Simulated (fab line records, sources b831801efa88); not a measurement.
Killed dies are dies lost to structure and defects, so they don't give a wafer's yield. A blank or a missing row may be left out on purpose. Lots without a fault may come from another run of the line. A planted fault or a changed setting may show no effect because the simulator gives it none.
A struck lot beside a sound one | flow sky130 | 17 steps out of a route of 708
Sound: wafers L216.2, L216.3, L216.5. Struck: wafers L233.1, L233.2, L233.4. The cause comes at the end.
At each step with rows: each side's tool, then ch and its chambers, then its first start. Under that, the readings that differ: sound wafers | struck wafers | difference of the means | sigmas: that difference in standard deviations of wafers without a fault.
alike: readings whose means differ by less than 2 such deviations, and words and numbers that are the same on both sides. not compared: withheld readings, readings that some wafer has no value for, bounds like >300 that may hide the same value, and numbers for which the record gives no deviation and whose values overlap.
The two part at a step that has a row with sigmas, a row that says differs or no value, or rows on one side only. Numbers that don't overlap but have no deviation are shown without sigmas and don't part them. A reading that every wafer of one side lacks parts them only if that side has two wafers or more.

first, 2 steps without rows for these wafers: SKY_NWELL_IMPLANT_12; SKY_NWELL_IMPLANT_13.
SKY_NWELL_STRIP_14: strips in O2/N2.
  sound on plasma_asher-04 ch 0,1, day 4 06:34; struck on plasma_asher-04 ch 0,1, day 8 18:25
  alike: drypump_motor_current_A, oes_product_au, strip_time_to_endpoint_s
  not compared: rf_hours_counter_h
SKY_NWELL_TW_MEAS_15:
  sound on film_metro-02, day 4 06:41; struck on film_metro-02, day 8 18:31
  alike: NWELL_TW
then, 7 steps without rows for these wafers: SKY_NWELL_DEHYDRATE_16 (time 60 s); SKY_NWELL_HMDS_17 (prime time 60 s); SKY_NWELL_COAT_18 (resist thk 3000 nm); SKY_NWELL_SOFTBAKE_19; SKY_NWELL_EXPOSE_20 (exposes mask NWM COMPLEMENT, target cd 840 nm); SKY_NWELL_PEB_21; SKY_NWELL_DEVELOP_22 (develop time 60 s).
SKY_NWELL_OVL_MEAS_23:
  sound on overlay-01, day 4 23:53; struck on overlay-01, day 9 16:56
  alike: NWELL_01_OVL
SKY_NWELL_IMPLANT_24:
  sound on implanter-01 ch 0, day 4 23:57; struck on implanter-01 ch 0, day 9 17:17
  alike: faraday_current_uA
SKY_NWELL_STRIP_25: strips in O2/N2.
  sound on plasma_asher-03 ch 0,1, day 5 00:04; struck on plasma_asher-03 ch 0,1, day 9 17:26
  alike: drypump_motor_current_A, oes_product_au, strip_time_to_endpoint_s
  not compared: rf_hours_counter_h
SKY_NWELL_TW_MEAS_26:
  sound on film_metro-04, day 5 00:16; struck on film_metro-01, day 9 17:34
  reading    | sound       | struck      | difference | sigmas
  NWELL_2_TW | 491 491 491 | 604 602 603 | +112       | +36
then, 1 step without rows for these wafers: SKY_NWELL_CLEAN_27 (cleans in SC1/SC2, time 150 s).
-- the record jumps here: 40 days lie between the struck wafers' starts before and after (it left off in module NWELL and takes up again in module PAD_OPEN, whose first step shown is number 708 of the route) --
SKY_PAD_OPEN_PROBE_99:
  sound on prober-01, day 45 08:59; struck on prober-02, day 49 23:05
  reading                                    | sound                         | struck                        | difference | sigmas
  model.etest.pfet_16v.r_on_ohm_um           | 1.47e+04 1.482e+04 1.49e+04   | 1.141e+04 1.131e+04 1.149e+04 | -3.403e+03 |
  model.etest.res_iso_pwell.rs_ohm_sq        | 2897 2901 3046                | 1877 1808 1867                | -1097      |
  model.etest.res_pwell_under_gate.rs_ohm_sq | 2290 2299 2294                | 1430 1436 1434                | -861       |
  model.etest.nfet_16v.r_on_ohm_um           | 1.404e+04 1.404e+04 1.395e+04 | 1.478e+04 1.481e+04 1.473e+04 | +7.633e+02 |
  model.etest.res_iso_pwell.line_ohm_um      | 1081 1100 1155                | 695.1 662.3 696.3             | -427.4     |
  model.etest.tip_n_5v.rs_ohm_sq             | 1402 1397 1393                | 1506 1523 1525                | +121       |
  model.etest.res_nwell.width_nm (nm)        | 839.9 837 836.3               | 781.6 777 784.5               | -56.7      |
  model.etest.res_iso_pwell.width_nm (nm)    | 2647 2662 2654                | 2701 2699 2702                | +46        |
  alike: killed_at_M0_to_M3, killed_at_M4_up, killed_at_contacts, killed_at_front_end, killed_at_other, killed_dies, killed_open, killed_short

WHERE THEY PART
Only at SKY_NWELL_TW_MEAS_26, within this record. Later steps at which nothing parts them and some readings are alike: SKY_PAD_OPEN_PROBE_99.

WHY: what the simulator had put in
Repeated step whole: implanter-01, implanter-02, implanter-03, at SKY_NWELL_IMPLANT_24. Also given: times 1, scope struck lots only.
